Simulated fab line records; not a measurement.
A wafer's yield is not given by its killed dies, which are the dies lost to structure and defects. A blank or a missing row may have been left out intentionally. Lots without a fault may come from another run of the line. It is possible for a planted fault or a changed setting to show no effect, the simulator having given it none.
Problem report, 8D (eight disciplines) form, completed by code	flow gf180mcu	the parts of the form that need people (team, actions taken, sign-off) are left out

## 1. THE ISSUE
At GF_M5_STRIP_11, strip_time_to_endpoint_s averages 6.14 s over 3 wafers from 2 lots, while fault-free wafers read 7.54 s, standard deviation 0.035. That puts it -40 standard deviations away from the usual mean.
The step: strips in O2/N2.
The first sign was on wafer L671.5 at day 28 08:38, on plasma_asher-01. The record holds 33 wafers of 11 lots with a number at this step. Rule for "out", or "out of limits": more than 4 standard deviations from the usual mean. All remaining wafers that have a number are taken as sound.

## 2. WHAT IT IS, AND WHAT IT ISN'T
question	is	is not
which readings at this step	strip_time_to_endpoint_s, oes_product_au	drypump_motor_current_A, heater_power_w
which lots	L671, L674	L668, L669, L682, L683, L684, L685, L686, L687, L688
which wafers of those lots	L671.5, L674.2, L674.5	L671.1, L671.3, L674.1
read on which tools	plasma_asher-01, plasma_asher-02	plasma_asher-04
when	from day 28 08:38	up to then (8 sound wafers); but 22 sound wafers of L674, L682, L683, L684, L685, L686, L687, L688 came after

## 3. SUSPECTS, AND WHAT RULES EACH OUT
Counting: a tool at a process step up to the reading stays a suspect if it ran every lot that is out. Sound lots after the first of them don't rule it out here, since some wafers of a struck lot are sound.
- plasma_asher-03 at GF_V4_STRIP_18 (strips in O2/N2): kept. It ran every lot that is out, first L671 (day 26 14:59).
- rie_metal-02 at GF_M5_METAL_ETCH_10 (etches the open film in Cl2/BCl3, stops on SiO2, target depth 627.5 nm, time 104.6 s): kept. Ran every lot that is out, first one L671 (day 28 08:31); last sound lot up to then L669 (day 27 13:07).
What counting leaves: plasma_asher-03 at GF_V4_STRIP_18 and rie_metal-02 at GF_M5_METAL_ETCH_10.

## 4. THE CAUSE (what the simulator had put in)
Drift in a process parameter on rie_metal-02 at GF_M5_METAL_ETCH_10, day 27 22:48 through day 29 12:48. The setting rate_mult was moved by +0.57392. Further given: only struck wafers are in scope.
Counting leaves 2 suspects; this tool is one of them.

## 5. THE EFFECT CHAIN, in route order
One row per reading whose mean, taken over the struck wafers that have a number, lies over 3 standard deviations from the usual. Only readings whose record carries a usual standard deviation are examined. hours: median over the lots of the time between each lot's start at the first step of this table that gives one and its start at this step. sigmas: the change, counted in usual standard deviations.
hours	step	reading	usual	on struck wafers	change	sigmas
0	GF_M5_STRIP_11	oes_product_au	0.543 a.u.	0.488	-0.055	-11
0	GF_M5_STRIP_11	strip_time_to_endpoint_s	7.54 s	6.14	-1.40	-40
The process steps in it:
- GF_M5_STRIP_11: strips in O2/N2.

## 6. HOW IT WOULD HAVE BEEN CAUGHT EARLIER
In this record no reading fell out of limits until day 28 08:38, 10 hours after the fault had begun at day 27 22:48.
Tool readings at GF_M5_METAL_ETCH_10 with a usual standard deviation given in the record: none out on any struck wafer, hence no alarm at a limit of 4 standard deviations on them.
Of the lots that are out (2), L674 began GF_M5_METAL_ETCH_10 on rie_metal-02 after day 28 08:38. A hold on the tool at that time would have spared it.
